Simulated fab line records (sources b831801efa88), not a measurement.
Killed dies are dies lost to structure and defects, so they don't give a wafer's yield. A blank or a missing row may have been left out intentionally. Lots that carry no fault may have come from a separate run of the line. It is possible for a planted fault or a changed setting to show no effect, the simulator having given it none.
fab line records	flow sky130
record: lots: 6	wafers: 18	last-day: 50
route steps=708 shown CONTACT@433 METAL1@434 PAD_OPEN@708
lots untouched by any fault: they come from a run of this same line in which no faults occurred
start-h: hours from the record's opening day to when the first of the lot's shown wafers began	wait-h: hours elapsed since this lot's preceding step	" same as the row above	L1.1+2: a single row standing in for several wafers	- value missing, or start not given	* or withheld: withheld	< > ~ a bound
route shown NAME@n: names a module that has steps shown in the file, with the first one's number in the route	usual: the fault-free wafers' mean and standard deviation	same: alike in all rows	chamber/n: place in a boat	sites: the reading at each site	_std_site: the values' standard deviation	_edge_site: mean of outer sites minus mean of inner sites	radius-mm: how far each site lies from the wafer's centre	mask NAME#n: copy n	behind: the last tool/chamber to shape the wafer	hold: reason for holding the lot/hours on hold/outcome of the hold	device: which transistor (n, p or np) failed to switch	end of line: at the end of the route, the tests of the same wafers	a step given without rows: its recipe and nothing more	killed: not the wafer's yield, but the dies lost to structure and defects at the first sort	map: a wafer's dies, x killed, . not, _ none there
set.NAME: the setting the step ran with; set.NAME@STEP: the setting that earlier step ran with	model.NAME: the simulator's own value behind a step, which no gauge read
a table for each step, a row for each wafer; lots at some steps of the route
services: from which hour (start-h, from the record's first day; less than 0 if before it) a tool's chamber was out of use, for how many hours, and why
== steps ==
step: SKY_CONTACT_CMP_27
recipe: stop-on: SiO2	t-overpolish-s: 15	down-force-psi: 3.5	platen-rpm: 60	target-thk-nm: 0	pad-velocity-m-s: 0.94248
usual: motor-current-A: 10.9/1.1	overpolish-run-s: 14.999/0.0088	time-to-endpoint-s: 82/4.6
lot.wafer	tool	chamber	start-h	wait-h	motor-current-A	overpolish-run-s	time-to-endpoint-s
L917.2	cmp-02	1	766.18	0.0	10.8	15.009	76
L917.1	"	2	"	"	13.0	15.000	82
L917.4	"	0	"	"	10.6	15.000	88
L920.2	cmp-01	1	788.76	0.1	10.4	15.007	86
L920.3	"	2	"	"	9.8	14.995	84
L920.5	"	0	"	"	9.2	14.990	81
L933.1	cmp-01	2	869.73	0.1	10.1	14.995	89
L933.6	"	1	"	"	10.6	15.005	90
L933.5	"	2	"	"	9.9	14.996	84
L934.2	cmp-01	3	875.79	0.0	11.1	14.994	80
L934.4	"	0	"	"	9.6	14.994	81
L934.6	"	0	"	"	9.3	14.985	84
L935.1	cmp-01	0	880.42	0.1	9.3	15.008	83
L935.4	"	2	"	"	10.4	14.994	85
L935.6	"	0	"	"	9.4	15.001	84
L938.2	cmp-02	2	902.39	0.1	12.8	15.005	78
L938.5	"	0	"	"	10.9	14.996	86
L938.6	"	1	"	"	10.6	14.998	76
step: SKY_METAL1_SPUTTER_00
recipe: material: Ti	target-thk-nm: 15	power-w: 3000	time-s: 10	chamber-pressure-pa: 0.4
usual: throttle-valve-pct: 30.0/1.1
lot.wafer	tool	chamber	start-h	wait-h	throttle-valve-pct
L917.1	pvd-sputter-01	-	766.48	0.2	30.2
L917.2	"	-	"	"	29.5
L917.4	"	-	"	"	29.5
L920.2	pvd-sputter-03	-	788.96	0.1	29.1
L920.3	"	-	"	"	30.5
L920.5	"	-	"	"	29.3
L933.1	pvd-sputter-01	-	869.98	0.2	30.6
L933.5	"	-	"	"	30.5
L933.6	"	-	"	"	29.6
L934.2	pvd-sputter-01	-	876.09	0.2	29.8
L934.4	"	-	"	"	30.5
L934.6	"	-	"	"	29.5
L935.1	pvd-sputter-03	-	880.72	0.2	30.4
L935.4	"	-	"	"	28.0
L935.6	"	-	"	"	27.9
L938.2	pvd-sputter-03	-	902.59	0.1	29.1
L938.5	"	-	"	"	30.3
L938.6	"	-	"	"	28.0
step: SKY_METAL1_SPUTTER_01
recipe: material: TiN	target-thk-nm: 20	power-w: 6500	time-s: 16.7	chamber-pressure-pa: 0.4
usual: throttle-valve-pct: 30.0/1.1
lot.wafer	tool	chamber	start-h	wait-h	throttle-valve-pct
L917.1	pvd-sputter-01	-	766.50	0.0	30.1
L917.2	"	-	"	"	29.5
L917.4	"	-	"	"	29.6
L920.2	pvd-sputter-03	-	788.98	0.0	29.3
L920.3	"	-	"	"	30.2
L920.5	"	-	"	"	29.4
L933.1	pvd-sputter-01	-	870.00	0.0	30.4
L933.5	"	-	"	"	30.4
L933.6	"	-	"	"	29.8
L934.2	pvd-sputter-01	-	876.11	0.0	29.6
L934.4	"	-	"	"	30.3
L934.6	"	-	"	"	29.6
L935.1	pvd-sputter-03	-	880.74	0.0	30.4
L935.4	"	-	"	"	28.1
L935.6	"	-	"	"	28.2
L938.2	pvd-sputter-03	-	902.61	0.0	29.1
L938.5	"	-	"	"	30.4
L938.6	"	-	"	"	28.1
step: SKY_METAL1_SPUTTER_02
recipe: material: AlCu	target-thk-nm: 250	power-w: 10600	time-s: 13.3	chamber-pressure-pa: 0.4
usual: throttle-valve-pct: 29.9/1.1
lot.wafer	tool	chamber	start-h	wait-h	throttle-valve-pct
L917.1	pvd-sputter-01	-	766.53	0.0	30.4
L917.2	"	-	"	"	29.3
L917.4	"	-	"	"	29.6
L920.2	pvd-sputter-03	-	789.01	0.0	29.2
L920.3	"	-	"	"	30.4
L920.5	"	-	"	"	29.2
L933.1	pvd-sputter-01	-	870.03	0.0	30.5
L933.5	"	-	"	"	30.3
L933.6	"	-	"	"	29.7
L934.2	pvd-sputter-01	-	876.14	0.0	29.4
L934.4	"	-	"	"	30.4
L934.6	"	-	"	"	29.6
L935.1	pvd-sputter-03	-	880.77	0.0	30.4
L935.4	"	-	"	"	28.0
L935.6	"	-	"	"	28.3
L938.2	pvd-sputter-03	-	902.64	0.0	29.2
L938.5	"	-	"	"	30.2
L938.6	"	-	"	"	27.9
step: SKY_METAL1_SPUTTER_03
recipe: material: Ti	target-thk-nm: 5	power-w: 3000	time-s: 3.3	chamber-pressure-pa: 0.4
usual: throttle-valve-pct: 29.9/1.1
lot.wafer	tool	chamber	start-h	wait-h	throttle-valve-pct
L917.1	pvd-sputter-01	-	766.55	0.0	30.4
L917.2	"	-	"	"	29.6
L917.4	"	-	"	"	29.6
L920.2	pvd-sputter-03	-	789.03	0.0	29.1
L920.3	"	-	"	"	30.2
L920.5	"	-	"	"	29.3
L933.1	pvd-sputter-01	-	870.05	0.0	30.4
L933.5	"	-	"	"	30.2
L933.6	"	-	"	"	29.6
L934.2	pvd-sputter-01	-	876.16	0.0	29.8
L934.4	"	-	"	"	30.2
L934.6	"	-	"	"	29.6
L935.1	pvd-sputter-03	-	880.79	0.0	30.2
L935.4	"	-	"	"	28.2
L935.6	"	-	"	"	28.1
L938.2	pvd-sputter-03	-	902.66	0.0	29.2
L938.5	"	-	"	"	30.3
L938.6	"	-	"	"	28.1
step: SKY_METAL1_SPUTTER_04
recipe: material: TiN	target-thk-nm: 70	power-w: 6500	time-s: 58.3	chamber-pressure-pa: 0.4
step: SKY_METAL1_RS_MEAS_05
recipe: thk-meas-gauge: four-point-probe	reads: TiN_of_METAL1_SPUTTER_04+Ti_of_METAL1_SPUTTER_03+AlCu_of_METAL1_SPUTTER_02+TiN_of_METAL1_SPUTTER_01+Ti_of_METAL1_SPUTTER_00
usual: METAL1_ALCU_RS: 0.1268/0.0013
lot.wafer	tool	chamber	start-h	wait-h	METAL1_ALCU_RS[ohm/sq]
L917.1	film-metro-01	-	766.62	0.0	0.1272
L917.2	"	-	"	"	0.1282
L917.4	"	-	"	"	0.1266
L920.2	film-metro-03	-	789.12	0.0	0.1259
L920.3	"	-	"	"	0.1272
L920.5	"	-	"	"	0.1272
L933.1	film-metro-01	-	870.12	0.0	0.1267
L933.5	"	-	"	"	0.1263
L933.6	"	-	"	"	0.1281
L934.2	film-metro-04	-	876.25	0.0	0.1269
L934.4	"	-	"	"	0.1268
L934.6	"	-	"	"	0.1272
L935.1	film-metro-04	-	880.86	0.0	0.1281
L935.4	"	-	"	"	0.1283
L935.6	"	-	"	"	0.1290
L938.2	film-metro-01	-	902.75	0.0	0.1246
L938.5	"	-	"	"	0.1266
L938.6	"	-	"	"	0.1276
step: SKY_METAL1_THK_MEAS_06
recipe: thk-meas-gauge: xrf	reads: AlCu_of_METAL1_SPUTTER_02
usual: METAL1_ALCU_THK: 246.5/2.9
lot.wafer	tool	chamber	start-h	wait-h	METAL1_ALCU_THK[nm]
L917.1	film-metro-01	-	766.74	0.1	244.3
L917.2	"	-	"	"	242.1
L917.4	"	-	"	"	246.9
L920.2	film-metro-03	-	789.23	0.1	246.7
L920.3	"	-	"	"	247.2
L920.5	"	-	"	"	245.8
L933.1	film-metro-01	-	870.24	0.1	246.1
L933.5	"	-	"	"	245.8
L933.6	"	-	"	"	243.2
L934.2	film-metro-04	-	876.36	0.1	247.1
L934.4	"	-	"	"	246.3
L934.6	"	-	"	"	246.8
L935.1	film-metro-04	-	880.98	0.1	244.9
L935.4	"	-	"	"	243.9
L935.6	"	-	"	"	243.8
L938.2	film-metro-01	-	902.86	0.1	250.5
L938.5	"	-	"	"	243.5
L938.6	"	-	"	"	243.0
step: SKY_METAL1_DEHYDRATE_07
recipe: temp-c: 200	time-s: 60
step: SKY_METAL1_HMDS_08
recipe: prime-time-s: 60	prime-temp-c: 120
step: SKY_METAL1_COAT_09
recipe: resist: BARC	temp-c: withheld	time-s: withheld	spin-rpm: 3000	resist-thk-nm: 60
step: SKY_METAL1_COAT_10
recipe: resist: KrF-thick	spin-rpm: 3000	resist-thk-nm: 450
step: SKY_METAL1_SOFTBAKE_11
recipe: temp-c: 100	time-s: 90	resist: KrF-thick
usual: exhaust-pa: 45.0/0.84	heater-power-total-W: 57.36/0.12	run-length-s: 119.17/0.28
lot.wafer	tool	chamber	start-h	wait-h	exhaust-pa	heater-power-total-W	run-length-s
L917.1	litho-track-02	0	780	-	44.6	57.42	118.96
L917.2	"	0	"	"	45.8	57.43	118.86
L917.4	"	0	"	"	44.8	57.26	118.85
L920.2	litho-track-03	0	801	-	44.9	57.45	119.60
L920.3	"	0	"	"	45.6	57.36	119.67
L920.5	"	0	802	-	45.0	57.53	119.37
L933.1	litho-track-03	0	882	-	45.5	58.40	115.47
L933.5	"	0	"	"	44.6	57.48	119.42
L933.6	"	0	"	"	44.7	57.20	119.79
L934.2	litho-track-03	0	888	-	45.1	57.43	119.52
L934.4	"	0	"	"	47.4	58.16	115.46
L934.6	"	0	"	"	45.9	57.26	119.44
L935.1	litho-track-04	0	892	-	45.6	57.40	119.13
L935.4	"	0	893	-	46.1	57.21	119.07
L935.6	"	0	"	"	45.0	57.44	119.17
L938.2	litho-track-04	0	915	-	44.5	57.25	119.25
L938.5	"	0	"	"	44.7	57.21	119.01
L938.6	"	0	"	"	45.4	57.52	119.10
step: SKY_METAL1_EXPOSE_12
recipe: mask-id: MM1	na: 0.8	source-shape: annular	sigma-inner: 0.55	sigma-outer: 0.85	target-cd-nm: 140	dose-mj: 28
step: SKY_PAD_OPEN_PROBE_99
usual: defect-limited-yield: 82.5/1.7	killed_at_M0_to_M3: 43/6.1	killed_at_M4_up: 3.5/2	killed-at-contacts: 25/5.1	killed-at-front-end: 14/4.2	killed-at-other: 0.3/0.55	killed-dies: 86/8.3	killed-open: 46/7.2	killed-short: 39/6	sort_bin_3_pad_short: 0.9/0.42	sort_bin_5_function: 10.3/1.4	sort_bin_6_memory: 6.3/1.1	sort-n-pass: 406/8.3	sort-yield-pct: 82.5/1.7
same: gross-dies: 492	killed-at-back-side: 0	sort_bin_4_leakage[%]: 0	sort_bin_8_speed[%]: 0
lot.wafer	tool	chamber	start-h	wait-h	defect-limited-yield[%]	killed_at_M0_to_M3	killed_at_M4_up	killed-at-contacts	killed-at-front-end	killed-at-other	killed-dies	killed-open	killed-short	sort_bin_3_pad_short[%]	sort_bin_5_function[%]	sort_bin_6_memory[%]	sort-n-pass	sort-yield-pct[%]
L917.1	prober-02	-	1098.92	0.1	81.7	44	4	26	16	0	90	39	51	1.4	10.8	6.1	402	81.7
L917.2	prober-02	-	1098.97	0.1	83.7	35	3	28	14	0	80	34	46	1.4	11.6	3.3	412	83.7
L917.4	prober-02	-	1099.07	0.2	79.7	49	2	32	17	0	100	48	52	1.0	8.9	10.4	392	79.7
L920.2	prober-01	-	1115.38	0.1	83.1	45	7	15	14	2	83	43	38	1.0	8.9	6.9	409	83.1
L920.3	prober-01	-	1115.43	0.2	82.9	38	4	24	17	1	84	43	39	1.8	9.8	5.5	408	82.9
L920.5	prober-01	-	1115.53	0.2	81.9	42	5	25	17	0	89	47	41	1.2	8.9	7.9	403	81.9
L933.1	prober-01	-	1171.54	0.1	82.5	38	4	29	14	1	86	38	48	1.2	10.0	6.3	406	82.5
L933.5	prober-01	-	1171.74	0.2	85.8	30	3	19	17	1	70	35	35	0.6	8.3	5.3	422	85.8
L933.6	prober-01	-	1171.79	0.2	81.5	45	0	34	11	1	91	48	43	1.2	10.4	6.9	401	81.5
L934.2	prober-02	-	1178.22	0.1	83.5	39	2	22	18	0	81	44	34	1.2	10.8	4.5	411	83.5
L934.4	prober-02	-	1178.32	0.2	85.4	36	2	21	13	0	72	38	34	1.2	7.1	6.3	420	85.4
L934.6	prober-02	-	1178.42	0.2	83.9	40	4	21	14	0	79	43	36	0.4	10.6	5.1	413	83.9
L935.1	prober-01	-	1181.80	0.1	82.5	42	2	29	13	0	86	54	32	0.8	10.6	6.1	406	82.5
L935.4	prober-01	-	1181.95	0.2	81.7	49	4	25	11	1	90	54	35	0.6	10.6	7.1	402	81.7
L935.6	prober-01	-	1182.05	0.2	81.5	51	5	22	13	0	91	49	42	0.6	11.2	6.7	401	81.5
L938.2	prober-02	-	1195.10	0.1	82.1	49	2	20	17	0	88	52	36	0.8	11.8	5.3	404	82.1
L938.5	prober-02	-	1195.25	0.2	81.3	43	2	24	20	3	92	51	41	0.4	12.8	5.5	400	81.3
L938.6	prober-02	-	1195.30	0.2	81.3	47	2	23	20	0	92	54	38	0.6	11.8	6.3	400	81.3
killed by level:class
L917.1 VIA1:geometric-particle:open=12 CONTACT:geometric-particle:open=7 METAL1:geometric-particle:short=7 FIELD_ISO:geometric-particle:short=6 METAL2:geometric-particle:short=6 CONTACT:geometric-particle:short=5 LI_CONTACT:geometric-particle:open=5 LOCAL_INTERCONNECT:geometric-particle:short=5
L917.2 VIA3:geometric-particle:open=9 LI_CONTACT:geometric-particle:open=7 CONTACT:geometric-particle:short=7 CONTACT:geometric-particle:open=5 METAL1:geometric-particle:short=5 VIA3:geometric-particle:short=5 LI_CONTACT:geometric-particle:short=4 POLY_GATE:geometric-particle:short=4
L917.4 CONTACT:geometric-particle:open=10 VIA3:geometric-particle:open=10 CONTACT:geometric-particle:short=7 METAL1:geometric-particle:short=7 FIELD_ISO:geometric-particle:open=6 VIA2:geometric-particle:open=6 METAL3:geometric-particle:short=6 FIELD_ISO:geometric-particle:short=5
L920.2 VIA1:geometric-particle:open=14 METAL2:geometric-particle:short=10 LI_CONTACT:geometric-particle:open=5 VIA2:geometric-particle:open=5 FIELD_ISO:geometric-particle:short=4 FIELD_ISO:geometric-particle:open=4 METAL4:geometric-particle:short=4 CONTACT:geometric-particle:short=4
L920.3 VIA3:geometric-particle:open=9 LI_CONTACT:geometric-particle:open=8 VIA1:geometric-particle:open=7 CONTACT:geometric-particle:open=7 CONTACT:geometric-particle:short=5 VIA3:geometric-particle:short=5 METAL2:geometric-particle:short=5 METAL4:geometric-particle:short=4
L920.5 VIA1:geometric-particle:open=13 METAL1:geometric-particle:short=8 POLY_GATE:geometric-particle:open=7 METAL2:geometric-particle:short=7 LI_CONTACT:geometric-particle:open=6 CONTACT:geometric-particle:open=6 CONTACT:geometric-particle:short=5 METAL4:geometric-particle:short=5
L933.1 CONTACT:geometric-particle:open=10 VIA1:geometric-particle:open=7 METAL2:geometric-particle:short=7 LOCAL_INTERCONNECT:geometric-particle:short=6 LI_CONTACT:geometric-particle:open=6 VIA2:geometric-particle:open=6 VIA2:geometric-particle:short=5 FIELD_ISO:geometric-particle:open=4
L933.5 VIA1:geometric-particle:open=10 FIELD_ISO:geometric-particle:open=6 LOCAL_INTERCONNECT:geometric-particle:short=6 VIA2:geometric-particle:open=6 LI_CONTACT:geometric-particle:open=5 POLY_GATE:geometric-particle:short=4 VIA1:geometric-particle:short=4 FIELD_ISO:geometric-particle:short=3
L933.6 CONTACT:geometric-particle:open=13 VIA1:geometric-particle:open=12 METAL2:geometric-particle:short=7 LI_CONTACT:geometric-particle:open=7 VIA2:geometric-particle:open=7 FIELD_ISO:geometric-particle:short=6 LI_CONTACT:geometric-particle:short=5 CONTACT:geometric-particle:short=5
L934.2 VIA1:geometric-particle:open=10 CONTACT:geometric-particle:short=8 CONTACT:geometric-particle:open=8 FIELD_ISO:geometric-particle:open=5 VIA3:geometric-particle:open=5 VIA1:geometric-particle:short=5 METAL1:geometric-particle:short=4 METAL2:geometric-particle:open=4
L934.4 VIA1:geometric-particle:open=9 LI_CONTACT:geometric-particle:open=7 CONTACT:geometric-particle:open=6 METAL1:geometric-particle:short=6 FIELD_ISO:geometric-particle:open=5 METAL2:geometric-particle:short=5 VIA1:geometric-particle:short=4 VIA3:geometric-particle:short=4
L934.6 VIA1:geometric-particle:open=10 METAL1:geometric-particle:short=8 LI_CONTACT:geometric-particle:open=7 CONTACT:geometric-particle:open=7 METAL2:geometric-particle:short=6 VIA3:geometric-particle:open=5 VIA2:geometric-particle:open=4 METAL4:geometric-particle:short=4
L935.1 CONTACT:geometric-particle:open=14 VIA2:geometric-particle:open=10 VIA1:geometric-particle:open=8 VIA3:geometric-particle:open=6 CONTACT:geometric-particle:short=5 METAL1:geometric-particle:short=5 FIELD_ISO:geometric-particle:short=4 LI_CONTACT:geometric-particle:open=4
L935.4 VIA1:geometric-particle:open=11 CONTACT:geometric-particle:open=10 VIA3:geometric-particle:open=9 CONTACT:geometric-particle:short=8 VIA2:geometric-particle:open=6 LI_CONTACT:geometric-particle:open=6 METAL1:geometric-particle:short=6 FIELD_ISO:geometric-particle:open=4
L935.6 VIA3:geometric-particle:open=13 CONTACT:geometric-particle:open=10 METAL1:geometric-particle:short=7 VIA1:geometric-particle:open=7 VIA2:geometric-particle:short=6 POLY_GATE:geometric-particle:short=5 METAL2:geometric-particle:short=5 VIA2:geometric-particle:open=5
L938.2 VIA1:geometric-particle:open=12 VIA2:geometric-particle:open=12 VIA3:geometric-particle:open=9 POLY_GATE:geometric-particle:short=6 CONTACT:geometric-particle:short=6 METAL1:geometric-particle:short=6 METAL2:geometric-particle:short=6 CONTACT:geometric-particle:open=5
L938.5 VIA3:geometric-particle:open=12 CONTACT:geometric-particle:open=12 VIA1:geometric-particle:open=10 METAL1:geometric-particle:short=8 POLY_GATE:geometric-particle:short=6 POLY_GATE:geometric-particle:open=6 LI_CONTACT:geometric-particle:open=4 CONTACT:geometric-particle:short=4
L938.6 LI_CONTACT:geometric-particle:open=12 VIA1:geometric-particle:open=12 VIA2:geometric-particle:open=8 CONTACT:geometric-particle:open=7 VIA1:geometric-particle:short=7 METAL1:geometric-particle:short=6 FIELD_ISO:geometric-particle:short=5 POLY_GATE:geometric-particle:open=5
== services ==
tool	chamber	start-h	hours	kind
cmp-01	-	744.25	4.0	pm
cmp-01	-	748.25	-	consumable-replace:conditioner
cmp-01	-	748.25	-	consumable-replace:pad
cmp-01	-	748.25	4.5	pm
cmp-02	-	758.89	4.4	pm
cmp-01	-	763.07	1.6	repair
cmp-02	-	797.44	2.2	repair
cmp-02	-	800.26	9.4	pm
pvd-sputter-01	-	802.79	0.7	repair
cmp-01	-	837.65	4.2	repair
cmp-02	-	860.20	5.3	repair
pvd-sputter-03	-	865.21	0.6	repair
pvd-sputter-01	-	887.20	4.6	repair
cmp-02	-	912.21	4.0	pm
== key ==
first-sign: step: SKY_METAL1_SOFTBAKE_11	reading: run-length-s	direction: down	sigmas: 13	usual: *	struck: *
effect: step: SKY_METAL1_SOFTBAKE_11	reading: heater-power-total-W	direction: up	sigmas: 7.7	usual: *	struck: *
met-at SKY_METAL1_SOFTBAKE_11
struck-wafers L933.1,L934.4
onset-between 801 882
fault: kind: process-parameter-drift	tool: litho-track-03	chamber: -	onset-h: 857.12	steps: SKY_METAL1_SOFTBAKE_11	channel: time-s	offset: *	shape: step	end-h: 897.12	scope: struck-wafers-only	acts-in: *	stated: *
